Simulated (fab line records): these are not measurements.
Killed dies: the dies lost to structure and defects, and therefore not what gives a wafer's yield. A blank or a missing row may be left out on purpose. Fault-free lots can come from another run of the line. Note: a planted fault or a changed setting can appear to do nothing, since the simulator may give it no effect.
fab line records	flow gf180mcu
record: lots: 5	wafers: 15	lastDay: 34
route steps=602 shown V1@360 M2@362 V2@382
lots with no fault: from the same line, run without faults
startH: hours from the record's opening day to when the first of the lot's shown wafers began	waitH: time in hours since the lot's previous step	" unchanged from the row above	L1.1+2: one row covering several wafers at once	- value missing, or start not given	* or withheld: withheld	< > ~ a bound
route shown NAME@n: a module of which the file shows steps, and the number in the route of the first	usual: mean/standard deviation of fault-free wafers	same: alike in all rows	chamber/n: place in a boat	sites: each site's reading	_std_site: standard deviation of those values	_edge_site: outer sites' mean less inner sites'	radiusMm: for every site, how far away it sits from the centre of the wafer	mask NAME#n: copy n	behind: tool/chamber where the wafer was last shaped	hold: why the lot was held/for how many hours/how that ended	device: transistor that didn't switch, given as n, p or np	end of line: tests run on the same wafers once the route is complete	a step with no rows: only its recipe	killed: at the first sort, the dies lost to defects and structure; wafer yield is something else	map: dies across one wafer; x = killed, . = not, _ = none there
set.NAME: the setting that was run; set.NAME@STEP: the one run at that earlier step	model.NAME: the simulator's own value behind a step, which no gauge read
a table for each step, a row for each wafer; lots at some steps of the route
services: the hour from which a tool's chamber was out of use, counted from the record's first day as startH (under 0 if before that day), plus the number of hours and why
== steps ==
step: GF_V1_THK_MEAS_25
recipe: thkMeasGauge: xrf	reads: W_of_V1_CVD_23
usual: V1_W_THK: 353/4.2
lot.wafer	tool	chamber	startH	waitH	V1_W_THK[nm]
L075.4	filmMetro-03	-	422.22	0.1	355
L075.5	"	-	"	"	356
L075.6	"	-	"	"	353
L086.3	filmMetro-04	-	521.32	0.1	351
L086.5	"	-	"	"	350
L086.6	"	-	"	"	353
L091.2	filmMetro-02	-	561.99	0.1	356
L091.5	"	-	"	"	359
L091.6	"	-	"	"	360
L093.1	filmMetro-04	-	577.76	0.1	353
L093.2	"	-	"	"	356
L093.3	"	-	"	"	356
L097.2	filmMetro-02	-	603.83	0.1	349
L097.5	"	-	"	"	355
L097.6	"	-	"	"	349
step: GF_V1_CMP_26
recipe: stopOn: SiO2	downForcePsi: 3.5	platenRpm: 60	tOverpolishS: 15	targetThkNm: 0	padVelocityMS: 0.94248
usual: motorCurrentA: 10.4/1	overpolishRunS: 14.999/0.009	retainingRingPressureFrac: 0.999/0.0053	slurryFlowMlMin: 150.0/0.45	timeToEndpointS: 82.2/2.4
lot.wafer	tool	chamber	startH	waitH	motorCurrentA	overpolishRunS	retainingRingPressureFrac	slurryFlowMlMin	timeToEndpointS
L075.4	cmp-01	3	422.35	0.1	9.1	15.004	0.998	150.1	85.2
L075.6	"	1	"	"	11.4	14.997	0.990	149.8	83.3
L075.5	"	2	"	"	12.4	14.985	0.993	150.4	81.3
L086.3	cmp-02	1	521.46	0.1	10.7	14.990	0.999	150.3	78.4
L086.5	"	3	"	"	9.8	15.008	1.001	149.6	82.9
L086.6	"	0	"	"	10.6	15.001	1.000	150.3	85.1
L091.2	cmp-02	1	562.09	0.1	10.1	14.988	1.003	149.1	75.5
L091.6	"	0	"	"	11.5	15.008	1.000	149.4	82.9
L091.5	"	1	"	"	10.1	14.996	0.998	149.6	78.5
L093.2	cmp-02	0	577.87	0.1	11.3	14.992	0.996	149.7	83.0
L093.1	"	1	"	"	10.3	14.985	1.014	149.7	80.1
L093.3	"	2	"	"	9.0	14.993	1.004	150.1	81.1
L097.2	cmp-02	0	603.88	0.0	11.1	15.007	0.997	149.9	82.8
L097.6	"	0	"	"	10.2	15.001	1.000	150.4	84.1
L097.5	"	1	"	"	10.4	14.995	0.999	150.0	80.7
step: GF_M2_SPUTTER_00
recipe: material: Ti	targetThkNm: 37.5	arrivingIonEnergyEv: 80	substrateTempC: 200	chamberPressurePa: 2	powerW: 4000	timeS: 150
usual: throttleValvePct: 29.9/1.4
lot.wafer	tool	chamber	startH	waitH	throttleValvePct
L075.4	pvdSputter-01	-	422.55	0.1	29.1
L075.5	"	-	"	"	31.5
L075.6	"	-	"	"	29.2
L086.3	pvdSputter-01	-	521.66	0.1	31.6
L086.5	"	-	"	"	29.7
L086.6	"	-	"	"	30.1
L091.2	pvdSputter-01	-	562.34	0.2	30.0
L091.5	"	-	"	"	29.9
L091.6	"	-	"	"	29.5
L093.1	pvdSputter-02	-	578.12	0.1	30.8
L093.2	"	-	"	"	30.5
L093.3	"	-	"	"	29.5
L097.2	pvdSputter-01	-	604.18	0.2	29.9
L097.5	"	-	"	"	31.6
L097.6	"	-	"	"	29.6
step: GF_M2_SPUTTER_01
recipe: material: TiN	targetThkNm: 30	powerW: 6500	timeS: 25	chamberPressurePa: 0.4
usual: throttleValvePct: 29.9/1.4
lot.wafer	tool	chamber	startH	waitH	throttleValvePct
L075.4	pvdSputter-01	-	422.65	0.1	29.2
L075.5	"	-	"	"	31.4
L075.6	"	-	"	"	29.2
L086.3	pvdSputter-01	-	521.77	0.1	31.3
L086.5	"	-	"	"	29.8
L086.6	"	-	"	"	30.3
L091.2	pvdSputter-01	-	562.44	0.1	29.8
L091.5	"	-	"	"	30.4
L091.6	"	-	"	"	29.3
L093.1	pvdSputter-02	-	578.22	0.1	30.7
L093.2	"	-	"	"	30.2
L093.3	"	-	"	"	29.5
L097.2	pvdSputter-01	-	604.28	0.1	30.0
L097.5	"	-	"	"	31.5
L097.6	"	-	"	"	29.9
step: GF_M2_SPUTTER_02
recipe: material: AlCu	targetThkNm: 450	powerW: 10600	timeS: 23.9	chamberPressurePa: 0.4
usual: throttleValvePct: 29.9/1.5
lot.wafer	tool	chamber	startH	waitH	throttleValvePct
L075.4	pvdSputter-01	-	422.68	0.0	29.0
L075.5	"	-	"	"	31.5
L075.6	"	-	"	"	29.0
L086.3	pvdSputter-01	-	521.80	0.0	31.4
L086.5	"	-	"	"	29.9
L086.6	"	-	"	"	30.1
L091.2	pvdSputter-01	-	562.47	0.0	29.8
L091.5	"	-	"	"	29.9
L091.6	"	-	"	"	29.6
L093.1	pvdSputter-02	-	578.25	0.0	30.9
L093.2	"	-	"	"	30.4
L093.3	"	-	"	"	29.4
L097.2	pvdSputter-01	-	604.31	0.0	30.2
L097.5	"	-	"	"	31.5
L097.6	"	-	"	"	29.7
step: GF_M2_SPUTTER_03
recipe: material: Ti	targetThkNm: 10	substrateTempC: 300	chamberPressurePa: 0.3	powerW: 3000	timeS: 6.7
usual: throttleValvePct: 29.9/1.5
lot.wafer	tool	chamber	startH	waitH	throttleValvePct
L075.4	pvdSputter-01	-	422.71	0.0	29.2
L075.5	"	-	"	"	31.5
L075.6	"	-	"	"	29.3
L086.3	pvdSputter-01	-	521.84	0.0	31.6
L086.5	"	-	"	"	29.9
L086.6	"	-	"	"	30.3
L091.2	pvdSputter-01	-	562.50	0.0	30.0
L091.5	"	-	"	"	30.0
L091.6	"	-	"	"	29.3
L093.1	pvdSputter-02	-	578.28	0.0	31.0
L093.2	"	-	"	"	30.5
L093.3	"	-	"	"	29.7
L097.2	pvdSputter-01	-	604.34	0.0	30.4
L097.5	"	-	"	"	31.5
L097.6	"	-	"	"	29.5
step: GF_M2_SPUTTER_04
recipe: material: TiN	targetThkNm: 50	powerW: 6500	timeS: 41.7	chamberPressurePa: 0.4
usual: throttleValvePct: 29.9/1.4
lot.wafer	tool	chamber	startH	waitH	throttleValvePct
L075.4	pvdSputter-01	-	422.73	0.0	29.0
L075.5	"	-	"	"	31.7
L075.6	"	-	"	"	29.2
L086.3	pvdSputter-01	-	521.86	0.0	31.7
L086.5	"	-	"	"	30.0
L086.6	"	-	"	"	29.9
L091.2	pvdSputter-01	-	562.52	0.0	29.8
L091.5	"	-	"	"	30.2
L091.6	"	-	"	"	29.1
L093.1	pvdSputter-02	-	578.31	0.0	30.8
L093.2	"	-	"	"	30.9
L093.3	"	-	"	"	29.7
L097.2	pvdSputter-01	-	604.36	0.0	30.2
L097.5	"	-	"	"	31.4
L097.6	"	-	"	"	29.8
step: GF_M2_RS_MEAS_05
recipe: thkMeasGauge: four-point-probe	reads: TiN_of_M2_SPUTTER_04+Ti_of_M2_SPUTTER_03+AlCu_of_M2_SPUTTER_02+TiN_of_M2_SPUTTER_01+Ti_of_M2_SPUTTER_00
usual: M2_ALCU_RS: 0.0694/0.00069
lot.wafer	tool	chamber	startH	waitH	M2_ALCU_RS[ohm/sq]
L075.4	filmMetro-02	-	422.83	0.1	0.0691
L075.5	"	-	"	"	0.0699
L075.6	"	-	"	"	0.0694
L086.3	filmMetro-04	-	521.94	0.1	0.0700
L086.5	"	-	"	"	0.0699
L086.6	"	-	"	"	0.0693
L091.2	filmMetro-01	-	562.58	0.0	0.0696
L091.5	"	-	"	"	0.0694
L091.6	"	-	"	"	0.0696
L093.1	filmMetro-04	-	578.35	0.0	0.0695
L093.2	"	-	"	"	0.0685
L093.3	"	-	"	"	0.0692
L097.2	filmMetro-04	-	604.42	0.0	0.0700
L097.5	"	-	"	"	0.0699
L097.6	"	-	"	"	0.0699
step: GF_M2_THK_MEAS_06
recipe: thkMeasGauge: xrf	reads: AlCu_of_M2_SPUTTER_02
usual: M2_ALCU_THK: 451/4.3
lot.wafer	tool	chamber	startH	waitH	M2_ALCU_THK[nm]
L075.4	filmMetro-02	-	422.92	0.1	455
L075.5	"	-	"	"	451
L075.6	"	-	"	"	455
L086.3	filmMetro-04	-	522.04	0.1	447
L086.5	"	-	"	"	449
L086.6	"	-	"	"	449
L091.2	filmMetro-01	-	562.69	0.1	447
L091.5	"	-	"	"	450
L091.6	"	-	"	"	452
L093.1	filmMetro-04	-	578.47	0.1	449
L093.2	"	-	"	"	455
L093.3	"	-	"	"	452
L097.2	filmMetro-04	-	604.53	0.1	448
L097.5	"	-	"	"	448
L097.6	"	-	"	"	448
step: GF_M2_DEHYDRATE_07
recipe: tempC: 200	timeS: 60
usual: plateTempC: 199.97/0.15
lot.wafer	tool	chamber	startH	waitH	plateTempC
L075.4	lithoTrack-04	0	434.26	11.3	200.01
L075.5	"	0	"	"	199.94
L075.6	"	0	"	"	200.01
L086.3	lithoTrack-04	0	532.58	10.5	199.87
L086.5	"	0	"	"	200.03
L086.6	"	0	"	"	199.83
L091.2	lithoTrack-04	0	573.41	10.7	199.88
L091.5	"	0	"	"	199.81
L091.6	"	0	"	"	199.97
L093.1	lithoTrack-04	0	588.68	10.2	200.03
L093.2	"	0	"	"	200.24
L093.3	"	0	"	"	199.84
L097.2	lithoTrack-03	0	614.51	10.0	199.86
L097.5	"	0	"	"	199.91
L097.6	"	0	"	"	199.98
step: GF_M2_HMDS_08
recipe: primeTimeS: 60	primeTempC: 120
lot.wafer	tool	chamber	startH	waitH
L075.4+5+6	lithoTrack-04	0	434.41	0.1
L086.3+5+6	lithoTrack-04	0	532.73	0.1
L091.2+5+6	lithoTrack-04	0	573.56	0.1
L093.1+2+3	lithoTrack-04	0	588.83	0.1
L097.2+5+6	lithoTrack-03	0	614.66	0.1
step: GF_M2_COAT_09
recipe: resist: KrF	spinRpm: withheld	resistThkNm: 1000
lot.wafer	tool	chamber	startH	waitH
L075.4+5+6	lithoTrack-04	0	434.56	0.1
L086.3+5+6	lithoTrack-04	0	532.88	0.1
L091.2+5+6	lithoTrack-04	0	573.71	0.1
L093.1+2+3	lithoTrack-04	0	588.98	0.1
L097.2+5+6	lithoTrack-03	0	614.81	0.1
step: GF_M2_SOFTBAKE_10
recipe: tempC: 130	timeS: 60	resist: KrF
usual: plateTempC: 130.00/0.14
lot.wafer	tool	chamber	startH	waitH	plateTempC
L075.4	lithoTrack-04	0	434.71	0.1	130.39
L075.5	"	0	"	"	130.20
L075.6	"	0	"	"	129.98
L086.3	lithoTrack-04	0	533.03	0.1	129.81
L086.5	"	0	"	"	129.95
L086.6	"	0	"	"	129.94
L091.2	lithoTrack-04	0	573.86	0.1	130.19
L091.5	"	0	"	"	130.17
L091.6	"	0	"	"	129.79
L093.1	lithoTrack-04	0	589.13	0.1	129.98
L093.2	"	0	"	"	130.16
L093.3	"	0	"	"	129.91
L097.2	lithoTrack-03	0	614.96	0.1	129.93
L097.5	"	0	"	"	129.94
L097.6	"	0	"	"	129.85
step: GF_M2_EXPOSE_11
recipe: maskId: Metal2	targetCdNm: 280	na: 0.68	sourceShape: conventional	sigmaOuter: 0.6	doseMj: 28
same: sigmaOuter: 0.6
lot.wafer	tool	chamber	startH	waitH	mask
L075.4+5+6	krfScanner-02	0	-	-	Metal2#0
L086.3+5+6	krfScanner-02	0	-	-	Metal2#0
L091.2+5+6	krfScanner-02	0	-	-	Metal2#0
L093.1+2+3	krfScanner-02	0	-	-	Metal2#0
L097.2+5+6	krfScanner-01	0	-	-	Metal2#0
step: GF_M2_PEB_12
recipe: pebTempC: 135	pebTimeS: 90	resist: KrF
usual: plateTempC: 135.01/0.15
lot.wafer	tool	chamber	startH	waitH	plateTempC
L075.4	lithoTrack-03	0	-	-	135.11
L075.5	"	0	"	"	135.16
L075.6	"	0	"	"	135.17
L086.3	lithoTrack-04	0	-	-	135.11
L086.5	"	0	"	"	134.90
L086.6	"	0	"	"	135.04
L091.2	lithoTrack-01	0	-	-	134.76
L091.5	"	0	"	"	134.80
L091.6	"	0	"	"	134.93
L093.1	lithoTrack-01	0	-	-	134.79
L093.2	"	0	"	"	134.73
L093.3	"	0	"	"	134.97
L097.2	lithoTrack-04	0	-	-	134.98
L097.5	"	0	"	"	135.08
L097.6	"	0	"	"	135.12
step: GF_M2_DEVELOP_13
recipe: developTimeS: 60	devTempC: 21
usual: developerTempC: 21.00/0.094
lot.wafer	tool	chamber	startH	waitH	developerTempC
L075.4	lithoTrack-03	0	446.86	0.1	21.11
L075.5	"	0	"	"	21.09
L075.6	"	0	"	"	21.09
L086.3	lithoTrack-04	0	544.58	0.1	21.07
L086.5	"	0	"	"	20.91
L086.6	"	0	"	"	21.13
L091.2	lithoTrack-01	0	584.06	0.2	21.00
L091.5	"	0	"	"	20.94
L091.6	"	0	"	"	21.14
L093.1	lithoTrack-01	0	599.84	0.2	20.87
L093.2	"	0	"	"	20.87
L093.3	"	0	"	"	20.98
L097.2	lithoTrack-04	0	624.95	0.2	21.03
L097.5	"	0	"	"	21.04
L097.6	"	0	"	"	21.09
step: GF_M2_CD_MEAS_14
recipe: targetCdNm: 280
usual: cdNm: 279.5/1.2
lot.wafer	tool	chamber	startH	waitH	cdNm
L075.4	cdSem-02	-	446.99	0.1	283.0
L075.5	"	-	"	"	281.9
L075.6	"	-	"	"	281.5
L086.3	cdSem-01	-	544.72	0.1	279.9
L086.5	"	-	"	"	281.1
L086.6	"	-	"	"	278.4
L091.2	cdSem-01	-	584.21	0.1	279.4
L091.5	"	-	"	"	281.0
L091.6	"	-	"	"	279.8
L093.1	cdSem-02	-	599.99	0.1	280.4
L093.2	"	-	"	"	281.0
L093.3	"	-	"	"	280.4
L097.2	cdSem-01	-	625.10	0.1	278.2
L097.5	"	-	"	"	280.0
L097.6	"	-	"	"	279.7
step: GF_M2_OVL_MEAS_15
usual: M2_OVL: 1/5.7
lot.wafer	tool	chamber	startH	waitH	M2_OVL[nm]
L075.4	overlay-01	-	447.07	0.1	13
L075.5	"	-	"	"	12
L075.6	"	-	"	"	9
L086.3	overlay-02	-	544.81	0.1	-2
L086.5	"	-	"	"	0
L086.6	"	-	"	"	11
L091.2	overlay-02	-	584.32	0.1	-2
L091.5	"	-	"	"	1
L091.6	"	-	"	"	-3
L093.1	overlay-01	-	600.11	0.1	1
L093.2	"	-	"	"	-7
L093.3	"	-	"	"	7
L097.2	overlay-02	-	625.21	0.1	8
L097.5	"	-	"	"	3
L097.6	"	-	"	"	3
step: GF_M2_METAL_ETCH_16
recipe: chemistry: Cl2/BCl3	maskMaterial: KrF	targetDepthNm: 750.8	stopOn: SiO2	pressureMtorr: 8	icpW: 800	biasW: 140	Cl2_flow_sccm: 80	bcl3FlowSccm: 40	timeS: 125.1
usual: drypumpMotorCurrentA: 5.6/0.33	mfcCl2Sccm: 80.00/0.25	oesProductAu: 0.988/0.0057	throttleValvePct: 28.232/0.0093
lot.wafer	tool	chamber	startH	waitH	drypumpMotorCurrentA	mfcCl2Sccm	oesProductAu	rfHoursCounterH	throttleValvePct
L075.4	rieMetal-04	1	447.22	0.1	5.6	79.84	0.981	-	28.235
L075.5	"	1	"	"	5.6	79.87	0.988	-	28.235
L075.6	"	1	"	"	5.6	80.24	0.986	-	28.233
L086.3	rieMetal-04	1	544.88	0.1	5.6	80.10	0.987	-	28.233
L086.5	"	1	"	"	5.6	79.72	0.981	-	28.237
L086.6	"	0	"	"	6.1	80.12	0.990	-	28.247
L091.2	rieMetal-02	0	584.35	0.0	5.3	79.99	0.992	10	28.220
L091.5	"	0	"	"	5.3	80.04	0.992	-	28.228
L091.6	"	1	"	"	5.9	80.65	0.995	-	28.217
L093.1	rieMetal-03	1	600.15	0.0	5.1	80.23	0.977	4	28.246
L093.2	"	1	"	"	5.1	79.95	0.993	-	28.241
L093.3	"	1	"	"	5.1	79.88	0.990	-	28.238
L097.2	rieMetal-02	0	625.24	0.0	5.3	80.44	0.992	11	28.241
L097.5	"	0	"	"	5.3	79.97	0.993	-	28.232
L097.6	"	1	"	"	5.9	80.11	0.988	-	28.223
step: GF_M2_STRIP_17
recipe: chemistry: O2/N2	powerW: 1400	pressureMtorr: 1500	platenTempC: 250	o2FlowSccm: 3000	n2FlowSccm: 300	overashFraction: 0.5
usual: drypumpMotorCurrentA: 5.7/0.46	heaterPowerW: 322/10	oesProductAu: 0.540/0.0053	stripTimeToEndpointS: 7.42/0.043
lot.wafer	tool	chamber	startH	waitH	drypumpMotorCurrentA	heaterPowerW	oesProductAu	rfHoursCounterH	stripTimeToEndpointS
L075.4	plasmaAsher-04	1	447.38	0.1	5.9	316	0.533	-	7.47
L075.5	"	0	"	"	5.8	331	0.543	-	7.46
L075.6	"	1	"	"	5.9	319	0.532	-	7.44
L086.3	plasmaAsher-01	1	545.00	0.1	5.2	315	0.546	-	7.47
L086.5	"	1	"	"	5.2	323	0.543	-	7.45
L086.6	"	0	"	"	6.8	331	0.541	-	7.42
L091.2	plasmaAsher-04	0	584.48	0.1	5.8	331	0.541	14	7.40
L091.5	"	0	"	"	5.8	337	0.541	-	7.46
L091.6	"	1	"	"	5.9	320	0.538	-	7.37
L093.1	plasmaAsher-04	1	600.40	0.2	5.9	324	0.541	17	7.40
L093.2	"	0	"	"	5.8	333	0.534	17	7.40
L093.3	"	1	"	"	5.9	318	0.534	-	7.37
L097.2	plasmaAsher-04	1	625.36	0.1	5.9	321	0.533	19	7.37
L097.5	"	0	"	"	5.8	333	0.537	-	7.39
L097.6	"	1	"	"	5.9	309	0.536	-	7.38
step: GF_M2_STRIP_18
recipe: chemistry: postEtchResidueRemover	timeS: 1200	tempC: 72.5
lot.wafer	tool	chamber	startH	waitH
L075.4+5+6	wetBench-03	3	447.45	0.0
L086.3+5+6	wetBench-01	2	545.07	0.0
L091.2+5+6	wetBench-01	3	584.58	0.1
L093.1+2+3	wetBench-01	1	600.55	0.1
L097.2+5+6	wetBench-01	1	625.46	0.1
step: GF_M2_CLEAN_19
recipe: chemistry: DIW	dry: n2Spin
lot.wafer	tool	chamber	startH	waitH
L075.4+5+6	wetBench-01	1	447.79	0.0
L086.3+5+6	wetBench-04	1	545.41	0.0
L091.2+5+6	wetBench-01	2	584.92	0.0
L093.1+2+3	wetBench-01	1	600.92	0.0
L097.2+5+6	wetBench-04	0	625.81	0.0
step: GF_V2_CVD_00
recipe: material: SiO2	targetThkNm: 600	sigmaOpenFrac: 0.3	tempC: 400	timeS: 100	sih4FlowSccm: 60	pressureMtorr: 6
lot.wafer	tool	chamber	startH	waitH
L075.4+5+6	hdpcvd-01	0,2,1	447.92	0.0
L086.3+5+6	hdpcvd-01	1,2,1	545.50	0.0
L091.2+5+6	hdpcvd-02	1,0,1	585.01	0.0
L093.1+2+3	hdpcvd-02	1,2,0	601.02	0.0
L097.2+5+6	hdpcvd-02	2,2,0	625.90	0.0
step: GF_V2_THK_MEAS_01
recipe: reads: SiO2_of_V2_CVD_00
usual: V2_CVD_00_THK: 600/5.1
lot.wafer	tool	chamber	startH	waitH	V2_CVD_00_THK[nm]
L075.4	filmMetro-03	-	447.98	0.0	609
L075.5	"	-	"	"	604
L075.6	"	-	"	"	607
L086.3	filmMetro-03	-	545.59	0.1	597
L086.5	"	-	"	"	595
L086.6	"	-	"	"	588
L091.2	filmMetro-01	-	585.09	0.0	596
L091.5	"	-	"	"	591
L091.6	"	-	"	"	600
L093.1	filmMetro-04	-	601.09	0.0	602
L093.2	"	-	"	"	596
L093.3	"	-	"	"	602
L097.2	filmMetro-01	-	625.98	0.0	604
L097.5	"	-	"	"	607
L097.6	"	-	"	"	609
step: GF_V2_CVD_02
recipe: material: SiO2	targetThkNm: 850	precursor: TEOS	tempC: 400	timeS: 94.851	rfW: 600
usual: heaterPowerW: 633/120
lot.wafer	tool	chamber	startH	waitH	heaterPowerW
L075.4	pecvd-01	1	448.05	0.1	641
L075.5	"	0	"	"	515
L075.6	"	2	"	"	697
L086.3	pecvd-01	2	545.63	0.0	758
L086.5	"	0	"	"	438
L086.6	"	2	"	"	604
L091.2	pecvd-01	1	585.14	0.0	670
L091.5	"	2	"	"	618
L091.6	"	1	"	"	726
L093.1	pecvd-02	1	601.15	0.1	689
L093.2	"	2	"	"	786
L093.3	"	0	"	"	442
L097.2	pecvd-02	0	626.03	0.0	476
L097.5	"	2	"	"	634
L097.6	"	0	"	"	503
step: GF_V2_THK_MEAS_03
recipe: reads: SiO2_of_V2_CVD_02
usual: V2_CVD_02_THK: 851/11
lot.wafer	tool	chamber	startH	waitH	V2_CVD_02_THK[nm]
L075.4	filmMetro-01	-	448.11	0.0	845
L075.5	"	-	"	"	865
L075.6	"	-	"	"	857
L086.3	filmMetro-04	-	545.72	0.1	862
L086.5	"	-	"	"	870
L086.6	"	-	"	"	866
L091.2	filmMetro-03	-	585.22	0.0	854
L091.5	"	-	"	"	854
L091.6	"	-	"	"	868
L093.1	filmMetro-01	-	601.22	0.0	832
L093.2	"	-	"	"	830
L093.3	"	-	"	"	839
L097.2	filmMetro-01	-	626.11	0.0	838
L097.5	"	-	"	"	851
L097.6	"	-	"	"	852
step: GF_V2_CMP_04
recipe: material: SiO2	downForcePsi: 4	platenRpm: 60	padVelocityMS: 0.94248
usual: motorCurrentA: 11.5/1.4	retainingRingPressureFrac: 1.000/0.0049	slurryFlowMlMin: 150.0/0.44	timeToEndpointS: 80/5.7
lot.wafer	tool	chamber	startH	waitH	motorCurrentA	retainingRingPressureFrac	slurryFlowMlMin	timeToEndpointS
L075.4	cmp-01	1	448.14	0.0	11.7	1.004	150.3	81
L075.5	"	1	"	"	12.1	0.999	150.1	91
L075.6	"	2	"	"	13.2	1.003	150.4	83
L086.3	cmp-01	0	545.76	0.0	11.4	0.994	150.0	91
L086.5	"	0	"	"	12.1	0.999	149.5	90
L086.6	"	1	"	"	12.0	1.011	150.2	94
L091.2	cmp-01	2	585.27	0.0	14.7	0.989	150.2	76
L091.6	"	2	"	"	13.9	0.992	150.2	84
L091.5	"	3	"	"	9.4	1.001	150.4	78
L093.3	cmp-01	3	601.33	0.1	9.4	0.999	149.9	72
L093.1	"	0	"	"	11.1	1.001	150.4	65
L093.2	"	1	"	"	11.9	0.996	150.7	70
L097.2	cmp-02	1	626.31	0.2	11.3	0.997	149.3	71
L097.5	"	2	"	"	9.8	0.997	150.3	76
L097.6	"	3	"	"	11.9	0.997	150.7	79
step: GF_V2_BOW_MEAS_05
recipe: mode: bow
usual: V2_BOW: 100/7.9
lot.wafer	tool	chamber	startH	waitH	V2_BOW[um]
L075.4	filmMetro-04	-	448.50	0.3	102
L075.5	"	-	"	"	105
L075.6	"	-	"	"	117
L086.3	filmMetro-04	-	546.10	0.3	105
L086.5	"	-	"	"	106
L086.6	"	-	"	"	92
L091.2	filmMetro-03	-	585.59	0.3	89
L091.5	"	-	"	"	109
L091.6	"	-	"	"	100
L093.1	filmMetro-03	-	601.60	0.2	117
L093.2	"	-	"	"	109
L093.3	"	-	"	"	113
L097.2	filmMetro-03	-	626.48	0.1	117
L097.5	"	-	"	"	116
L097.6	"	-	"	"	106
step: GF_V2_DEHYDRATE_06
recipe: tempC: 200	timeS: 60
usual: plateTempC: 200.01/0.17
lot.wafer	tool	chamber	startH	waitH	plateTempC
L075.4	lithoTrack-02	0	460.16	11.6	200.02
L075.5	"	0	"	"	200.06
L075.6	"	0	"	"	200.14
L086.3	lithoTrack-02	0	556.53	10.4	200.21
L086.5	"	0	"	"	200.21
L086.6	"	0	"	"	200.06
L091.2	lithoTrack-02	0	596.01	10.4	200.06
L091.5	"	0	"	"	199.91
L091.6	"	0	"	"	200.03
L093.1	lithoTrack-04	0	611.18	9.6	199.97
L093.2	"	0	"	"	200.03
L093.3	"	0	"	"	200.15
L097.2	lithoTrack-01	0	635.76	9.3	200.03
L097.5	"	0	"	"	199.87
L097.6	"	0	"	"	199.93
step: GF_V2_HMDS_07
recipe: primeTimeS: 60	primeTempC: 120
lot.wafer	tool	chamber	startH	waitH
L075.4+5+6	lithoTrack-02	0	460.31	0.1
L086.3+5+6	lithoTrack-02	0	556.68	0.1
L091.2+5+6	lithoTrack-02	0	596.16	0.1
L093.1+2+3	lithoTrack-04	0	611.33	0.1
L097.2+5+6	lithoTrack-01	0	635.91	0.1
step: GF_V2_COAT_08
recipe: resist: BARC	tempC: withheld	timeS: withheld	spinRpm: withheld	resistThkNm: withheld
lot.wafer	tool	chamber	startH	waitH
L075.4+5+6	lithoTrack-02	0	460.46	0.1
L086.3+5+6	lithoTrack-02	0	556.83	0.1
L091.2+5+6	lithoTrack-02	0	596.31	0.1
L093.1+2+3	lithoTrack-04	0	611.48	0.1
L097.2+5+6	lithoTrack-01	0	636.06	0.1
step: GF_V2_COAT_09
recipe: resist: KrF	spinRpm: withheld	resistThkNm: 1000
lot.wafer	tool	chamber	startH	waitH
L075.4+5+6	lithoTrack-02	0	-	-
L086.3+5+6	lithoTrack-02	0	-	-
L091.2+5+6	lithoTrack-02	0	-	-
L093.1+2+3	lithoTrack-04	0	-	-
L097.2+5+6	lithoTrack-01	0	-	-
step: GF_V2_SOFTBAKE_10
recipe: tempC: 130	timeS: 60	resist: KrF
usual: plateTempC: 130.00/0.13
lot.wafer	tool	chamber	startH	waitH	plateTempC
L075.4	lithoTrack-02	0	-	-	130.30
L075.5	"	0	"	"	130.11
L075.6	"	0	"	"	130.09
L086.3	lithoTrack-02	0	-	-	129.96
L086.5	"	0	"	"	129.77
L086.6	"	0	"	"	129.97
L091.2	lithoTrack-02	0	-	-	129.78
L091.5	"	0	"	"	129.90
L091.6	"	0	"	"	129.88
L093.1	lithoTrack-04	0	-	-	129.99
L093.2	"	0	"	"	130.03
L093.3	"	0	"	"	130.18
L097.2	lithoTrack-01	0	-	-	129.91
L097.5	"	0	"	"	130.08
L097.6	"	0	"	"	129.77
step: GF_V2_EXPOSE_11
recipe: maskId: Via2	targetCdNm: 260	na: 0.68	sourceShape: conventional	sigmaOuter: 0.6	doseMj: 38
same: sigmaOuter: 0.6
lot.wafer	tool	chamber	startH	waitH	mask
L075.4+5+6	krfScanner-01	0	-	-	Via2#0
L086.3+5+6	krfScanner-01	0	-	-	Via2#0
L091.2+5+6	krfScanner-01	0	-	-	Via2#0
L093.1+2+3	krfScanner-01	0	-	-	Via2#0
L097.2+5+6	krfScanner-01	0	-	-	Via2#0
== services ==
tool	chamber	startH	hours	kind
wetBench-01	-	400.01	1.9	pm
pvdSputter-01	-	400.45	1.4	repair
cmp-02	-	404.00	4.0	pm
pvdSputter-01	-	412.27	0.6	repair
pvdSputter-02	-	412.52	1.1	repair
cmp-01	-	429.31	0.9	repair
pvdSputter-01	-	438.60	2.9	repair
krfScanner-01	-	448.98	0.8	pm
krfScanner-01	-	480.29	1.3	pm
cmp-02	-	499.91	1.3	repair
cmp-01	-	522.44	11.9	pm
krfScanner-01	-	533.02	1.0	pm
pvdSputter-01	-	533.63	1.5	repair
pvdSputter-02	-	535.81	6.8	repair
pvdSputter-01	-	551.98	7.7	repair
pvdSputter-02	-	560.63	5.4	repair
pvdSputter-01	-	570.48	26.4	repair
cmp-01	-	572.16	4.0	pm
wetBench-01	-	577.38	3.6	repair
cmp-02	-	584.31	2.5	repair
cmp-02	-	615.49	6.6	pm
krfScanner-01	-	617.86	0.8	pm
cmp-02	-	623.57	0.2	repair
krfScanner-01	-	624.37	0.5	repair
== key ==
fault none
